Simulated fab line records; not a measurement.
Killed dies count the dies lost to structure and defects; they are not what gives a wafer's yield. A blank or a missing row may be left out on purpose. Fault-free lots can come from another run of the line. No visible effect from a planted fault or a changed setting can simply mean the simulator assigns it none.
Struck lot and sound lot, side by side || flow gf180mcu || 19 steps out of a route of 602
Sound: these wafers, L308.1, L308.2, L308.4. Wafers struck: L302.2, L302.3, L302.4. The cause is given at the end.
Per side, at each step with rows, come the tool, then ch with its chambers, and then its first start. Under that, the readings that differ: sound wafers || struck wafers || difference of the means || sigmas: that difference in standard deviations of wafers without a fault.
alike: readings with means less than 2 such deviations apart, plus words and numbers identical on both sides. not compared: withheld readings, readings lacking a value on some wafer, bounds such as >300 that could conceal the same value, and numbers that have no deviation in the record and whose values overlap.
The two part at a step that has a row with sigmas, a row that says differs or no value, or rows on one side only. Numbers that don't overlap but have no deviation are shown without sigmas and don't part them. A reading that every wafer of one side lacks parts them only if that side has two wafers or more.

first, 1 step without rows for these wafers: GF_NSD_IMPLANT_10.
GF_NSD_STRIP_11: strips in O2/N2.
  sound on plasmaAsher-03 ch 0,1, day 20 04:58; struck on plasmaAsher-02 ch 0,1, day 18 01:26
{"reading": "heaterPowerW (W)", "sound": "283 324 281", "struck": "360 364 370", "difference": "+69", "sigmas": "+2"}
  alike: chamberPressureMTorr, drypumpMotorCurrentA, n2FlowSccm, oesProductAu, stripTimeToEndpointS
  not compared: rfHoursCounterH
GF_NSD_TW_MEAS_12:
  sound: filmMetro-02 at day 20 05:04; struck: filmMetro-01 at day 18 01:32
  alike: NSD_TW
then, 7 steps without rows for these wafers: GF_PSD_DEHYDRATE_00 (time 60 s); GF_PSD_HMDS_01 (prime time 60 s); GF_PSD_COAT_02 (resist thk 1000 nm); GF_PSD_SOFTBAKE_03 (time 60 s); GF_PSD_EXPOSE_04 (exposes mask Pplus, target cd 400 nm); GF_PSD_PEB_05; GF_PSD_DEVELOP_06 (develop time 60 s).
GF_PSD_CD_MEAS_07 targets a cd of 400 nm.
  sound: cdSem-02 at day 21 04:40; struck: cdSem-02 at day 19 00:53
  alike: cdNm
GF_PSD_OVL_MEAS_08:
  sound: overlay-02 at day 21 04:47; struck: overlay-02 at day 19 00:59
  alike: PSD_OVL
GF_PSD_IMPLANT_09:
  sound on implanter-03 ch 0, day 21 04:49; struck on implanter-02 ch 0, day 19 01:02
{"reading": "beamEnergyKeV", "sound": "40.002 39.993 39.994", "struck": "25.618 25.614 25.599", "difference": -14.386, "sigmas": "-99 or more"}
{"reading": "model.implant.rpNm (nm)", "sound": "29.04 29.04 29.04", "struck": "20.94 20.94 20.94", "difference": -8.10, "sigmas": ""}
{"reading": "model.implant.drpNm (nm)", "sound": "15.87 15.87 15.87", "struck": "11.6 11.6 11.6", "difference": -4.3, "sigmas": ""}
GF_PSD_STRIP_10: strips in O2/N2.
  sound on plasmaAsher-02 ch 0,1, day 21 04:58; struck on plasmaAsher-04 ch 0,1, day 19 01:10
{"reading": "heaterPowerW (W)", "sound": "390 371 383", "struck": "321 323 327", "difference": -58, "sigmas": -2}
{"reading": "oesProductAu (a.u.)", "sound": "0.592 0.595 0.593", "struck": "0.618 0.628 0.624", "difference": "+0.030", "sigmas": "+7"}
{"reading": "stripTimeToEndpointS (s)", "sound": "16.51 16.56 16.51", "struck": "15.09 15.09 15.12", "difference": -1.43, "sigmas": -41}
  alike: chamberPressureMTorr, drypumpMotorCurrentA, n2FlowSccm
  not compared: rfHoursCounterH
GF_PSD_TW_MEAS_11:
  sound: filmMetro-03 at day 21 05:04; struck: filmMetro-03 at day 19 01:30
{"reading": "PSD_TW", "sound": "3184 3153 3169", "struck": "2802 2790 2805", "difference": -370, "sigmas": -10}
  not compared: hold
GF_PSD_RTA_13: time 20 s.
  sound on rtpAnneal-02 ch 0, day 21 05:11; struck on rtpAnneal-02 ch 0, day 19 05:19
  alike: lampPowerPct, wafer_temp_C_max
GF_PSD_RS_MEAS_14: measurement is done with a four-point probe.
  sound: filmMetro-02 at day 21 05:16; struck: filmMetro-02 at day 19 05:28
  alike: NSD_RS
GF_PSD_RS_MEAS_15: measurement is done with a four-point probe.
  sound: filmMetro-02 at day 21 05:23; struck: filmMetro-02 at day 19 05:53
{"reading": "PSD_RS (ohm/sq)", "sound": "108.86 108.53 108.70", "struck": "132.77 132.30 132.81", "difference": "+23.93", "sigmas": "+83"}
  not compared: hold
GF_PASSIVATION_PROBE_99:
  the record holds rows for the sound wafers here (prober-02, day 34 06:52) but none for the struck ones

## WHERE THEY PART
Last at GF_PASSIVATION_PROBE_99 as far as this record goes, first at GF_NSD_STRIP_11.

WHY: what the simulator had put in
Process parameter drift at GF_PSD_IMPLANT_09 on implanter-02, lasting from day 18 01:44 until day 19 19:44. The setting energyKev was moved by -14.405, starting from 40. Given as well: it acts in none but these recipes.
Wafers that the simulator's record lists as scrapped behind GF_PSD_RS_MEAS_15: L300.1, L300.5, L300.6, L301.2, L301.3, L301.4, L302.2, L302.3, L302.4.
